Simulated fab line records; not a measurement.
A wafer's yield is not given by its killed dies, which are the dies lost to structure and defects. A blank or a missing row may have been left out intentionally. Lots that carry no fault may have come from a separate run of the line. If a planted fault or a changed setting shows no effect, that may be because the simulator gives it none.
Matching of chambers	flow gf180mcu	cmp-01 running GF_V5_CMP_04: 4 sister chambers
The step polishes SiO2. 4 wafers are shown with their chamber, then 7 later ones without.

WAFERS WITH THEIR CHAMBER
wafer	chamber	motor current A (A)
L659.6	0	11.7
L663.2	2	12.0
L667.1	3	11.8
L667.2	1	12.8

WAFERS MISSING THEIR CHAMBER
wafer	motor current A (A)
L667.6	11.6
L668.2	11.5
L668.5	11.6
L668.6	11.7
L672.1	13.1
L672.4	11.8
L672.6	11.6

CHAMBER TAKEN BY EACH
wafer	from the rows above	in truth
L667.6	can't be placed: 0 or 3 or 2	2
L668.2	can't be placed: 0 or 3 or 2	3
L668.5	can't be placed: 0 or 3 or 2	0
L668.6	can't be placed: 0 or 3 or 2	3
L672.1	1	1
L672.4	can't be placed: 3 or 0 or 2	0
L672.6	can't be placed: 0 or 3 or 2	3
1 of 7 placed correctly. Not placeable from these rows: 6 (in 6, the candidates include the true chamber). Wrongly placed: 0.
How it was worked out, from the rows above alone: a wafer's distance from a chamber is the root of the sum, over the readings, of the square of ((its reading less the chamber's mean) divided by the reading's scatter). The wafer belongs to the nearest chamber; if the next one is less than 2 further off, it can't be placed. Each chamber's mean is taken over the wafers shown for it. The scatter: with one shown wafer a chamber, the root of the mean of the squares of how far each hidden wafer lies from its nearest shown one.
